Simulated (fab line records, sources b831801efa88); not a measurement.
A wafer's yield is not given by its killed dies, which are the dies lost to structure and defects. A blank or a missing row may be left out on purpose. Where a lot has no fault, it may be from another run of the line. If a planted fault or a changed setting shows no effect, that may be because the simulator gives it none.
One fault seen from 2 desks    flow sky130    what lay behind the numbers comes last; until then each desk has only its own

## FROM THE METROLOGY DESK
Means of the sampled wafers that have a number, per lot and without regard to the tool the lot ran on: this is what the gauges read. A lot is out of limits, marked OUT, if its mean lies more than 4 standard deviations from the usual mean; the brackets give that distance.
Columns: A = DNWELL_TW at SKY_DNWELL_TW_MEAS_09, usual 1123; B = NWELL_TW at SKY_NWELL_TW_MEAS_15, usual 1837; C = NWELL_RS at SKY_NWELL_RS_MEAS_29, usual 624.8 ohm/sq
lot   first seen here  A     B                C
L398  day 3 03:12      1107  1848             626.5
L399  day 3 07:34      1140  1837             624.2
L403  day 4 07:12      1126  1828             626.8
L405  day 4 16:43      1131  1830             644.1 (+13) OUT
L408  day 5 09:35      1135  1777             657.3 (+22) OUT
L410  day 5 18:44      1134  1772 (-4.3) OUT  655.5 (+20) OUT
L412  day 6 07:01      1110  1843             626.6
L413  day 6 12:40      1114  1825             626.1
L419  day 7 20:15      1129  1856             624.9
L420  day 8 01:38      1116  1819             623.4
L421  day 8 04:50      1137  1812             627.9
This desk's finding: out of limits on L405, L408, L410; first on L405, day 6 23:02 (NWELL_RS at SKY_NWELL_RS_MEAS_29). In limits: L398, L399, L403, L412, L413, L419, L420, L421.

## TOOL OWNER'S DESK, implanter-04
The tool's own readings at SKY_NWELL_IMPLANT_11: means of the sampled wafers that have a number, for each lot that ran on this tool. A lot is out of limits, marked OUT, if its mean lies more than 4 standard deviations from the usual mean; the brackets give that distance.
Columns: A = beamOnS at SKY_NWELL_IMPLANT_11, usual 10.00 s; B = doseIonsCm2 at SKY_NWELL_IMPLANT_11, usual 1.8994e+13; C = faradayCurrentUA at SKY_NWELL_IMPLANT_11, usual 107.2
lot   first seen here  A                B           C
L398  day 4 12:29      9.95             1.8987e+13  107.5
L405  day 6 03:16      9.70             1.8994e+13  111.5
L408  day 6 23:35      9.12 (-4.9) OUT  1.8970e+13  118.4 (+5.9) OUT
L410  day 7 08:11      9.36             1.8976e+13  115.2 (+4.2) OUT
L421  day 9 20:32      10.15            1.8981e+13  105.3
Finding of this desk: L408, L410 out of limits; the first was L408 at day 6 23:35, on beamOnS at SKY_NWELL_IMPLANT_11. In limits: L398, L405, L421.

## TAKEN TOGETHER
On L405, L408, L410, the metrology desk was in a position to raise an alarm at day 6 23:02.
On L408, L410, at day 6 23:35, an alarm was possible from the tool owner's desk.
Tool owner's desk: L405 on record, inside its limits.
The lots listed all ran SKY_NWELL_IMPLANT_11 on implanter-04.

## WHAT THE SIMULATOR HAD INSERTED
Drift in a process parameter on implanter-04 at SKY_NWELL_IMPLANT_11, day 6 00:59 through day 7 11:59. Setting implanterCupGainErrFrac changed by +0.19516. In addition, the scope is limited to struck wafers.
Struck lots among those shown: L405, L408, L410.
Hours from the fault's start to each desk's first reading out of limits: the metrology desk, 22; the tool owner's desk, 23.
